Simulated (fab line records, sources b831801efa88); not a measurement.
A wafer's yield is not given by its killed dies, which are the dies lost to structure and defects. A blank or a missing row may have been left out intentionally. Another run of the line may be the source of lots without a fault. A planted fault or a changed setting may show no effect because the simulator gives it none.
Which of the tools did it?	flow gf180mcu	Sampling: 12 lots, 36 wafers, 3 of 602 route steps

## WHAT THE GAUGES SHOWED, per wafer
GF_M3_RS_MEAS_05: measurement is done with a four-point probe. Usual: M3_ALCU_RS 0.0700 ohm/sq, standard deviation 0.00091.
lot	measured	on	M3_ALCU_RS (ohm/sq)	flag
L972	day 21 02:48	filmMetro-02	0.0697 0.0692 0.0681	
L974	day 21 16:56	filmMetro-02	0.0706 0.0702 0.0689	
L976	day 22 13:36	filmMetro-01	0.0695 0.0712 0.0711	
L977	day 22 13:20	filmMetro-02	0.0690 0.0700 0.0701	
L979	day 23 07:47	filmMetro-04	0.0686 0.0712 0.0704	
L982	day 24 07:37	filmMetro-04	0.0713 0.0715 0.0706	
L987	day 25 23:11	filmMetro-01	0.0706 0.0707 0.0697	
L989	day 26 14:43	filmMetro-02	0.0709 0.0704 0.0693	
L990	day 26 22:58	filmMetro-01	0.0703 0.0708 0.0706	
L991	day 27 06:55	filmMetro-02	0.0701 0.0699 0.0700	
L992	day 27 12:11	filmMetro-02	0.0689 0.0693 0.0694	
L994	day 27 22:31	filmMetro-02	0.0684 0.0692 0.0682	

## WHICH TOOL RAN EACH LOT (tool, then ch and the chambers of the sampled wafers, then the start)
lot	GF_M2_STRIP_17	GF_M3_SPUTTER_04
L972	plasmaAsher-04 ch 0,1, day 19 23:43	pvdSputter-01, day 21 02:46
L974	plasmaAsher-03 ch 0,1, day 20 14:08	pvdSputter-01, day 21 16:54
L976	plasmaAsher-03 ch 0,1, day 21 10:31	pvdSputter-01, day 22 13:34
L977	plasmaAsher-03 ch 0,1, day 21 11:09	pvdSputter-04, day 22 13:16
L979	plasmaAsher-03 ch 0,1, day 22 05:22	pvdSputter-04, day 23 07:45
L982	plasmaAsher-03 ch 0,1, day 23 05:55	pvdSputter-04, day 24 07:34
L987	plasmaAsher-02 ch 0,1, day 24 21:54	pvdSputter-01, day 25 23:08
L989	plasmaAsher-02 ch 0,1, day 25 15:02	pvdSputter-01, day 26 14:38
L990	plasmaAsher-02 ch 0,1, day 25 23:04	pvdSputter-04, day 26 22:53
L991	plasmaAsher-02 ch 0,1, day 26 07:27	pvdSputter-01, day 27 06:52
L992	plasmaAsher-03 ch 0,1, day 26 12:15	pvdSputter-03, day 27 12:08
L994	plasmaAsher-04 ch 0,1, day 26 23:12	pvdSputter-04, day 27 22:28
- GF_M2_STRIP_17: strips in O2/N2.
- GF_M3_SPUTTER_04: material TiN, target thk 50 nm, time 41.7 s.

## AS READ BY THE TOOLS THEMSELVES (means over the sampled wafers that have a number; for cases with no such wafer, the mark the record gives instead)
GF_M2_STRIP_17. Usual: drypumpMotorCurrentA 5.71 A, standard deviation 0.22; heaterPowerW 330 W, standard deviation 42; oesProductAu 0.537 a.u., standard deviation 0.0054; stripTimeToEndpointS 7.38 s, standard deviation 0.068.
lot	tool	drypumpMotorCurrentA (A)	heaterPowerW (W)	oesProductAu (a.u.)	stripTimeToEndpointS (s)	flag
L972	plasmaAsher-04	5.73	328	0.533	7.27	
L974	plasmaAsher-03	5.59	298	0.536	7.38	
L976	plasmaAsher-03	5.60	295	0.538	7.39	
L977	plasmaAsher-03	5.60	296	0.537	7.35	
L979	plasmaAsher-03	5.59	298	0.544	7.41	
L982	plasmaAsher-03	5.57	313	0.531	7.38	
L987	plasmaAsher-02	5.77	357	0.534	7.42	
L989	plasmaAsher-02	5.80	379	0.545	7.51	
L990	plasmaAsher-02	5.78	352	0.540	7.35	
L991	plasmaAsher-02	5.78	348	0.532	7.34	
L992	plasmaAsher-03	5.62	295	0.534	7.44	
L994	plasmaAsher-04	5.70	326	0.536	7.33	

GF_M3_SPUTTER_04. Usual: cathodeDcPowerW 6500.0 W, standard deviation 1.2; throttleValvePct 30.3 %, standard deviation 1.
lot	tool	cathodeDcPowerW (W)	throttleValvePct (%)	flag
L972	pvdSputter-01	6500.4	30.3	
L974	pvdSputter-01	6500.6	29.8	
L976	pvdSputter-01	6499.9	30.3	
L977	pvdSputter-04	6499.5	29.7	
L979	pvdSputter-04	6500.4	30.5	
L982	pvdSputter-04	6499.8	29.8	
L987	pvdSputter-01	6499.7	30.2	
L989	pvdSputter-01	6500.0	29.9	
L990	pvdSputter-04	6499.3	32.0	
L991	pvdSputter-01	6500.0	30.5	
L992	pvdSputter-03	6499.5	31.2	
L994	pvdSputter-04	6500.6	30.2	

## THE ANSWER, worked out from the rows above alone
Rule: a lot is off if the mean of its wafers that have a number lies more than 3 standard deviations from the usual mean. Also off: a lot with no number at a reading for which 4 or more lots have one. Any other lot the step has rows for is counted as sound. After the gauges, taken in route order, come the tools' own readings; for these a lot's mean is taken, as printed above. At the first step where some lot is off, the reading lying furthest off is the one used; lots without a number count as furthest.
Nothing can be told from this: no lot is off at any reading shown.

## WHAT WAS PUT IN BY THE SIMULATOR
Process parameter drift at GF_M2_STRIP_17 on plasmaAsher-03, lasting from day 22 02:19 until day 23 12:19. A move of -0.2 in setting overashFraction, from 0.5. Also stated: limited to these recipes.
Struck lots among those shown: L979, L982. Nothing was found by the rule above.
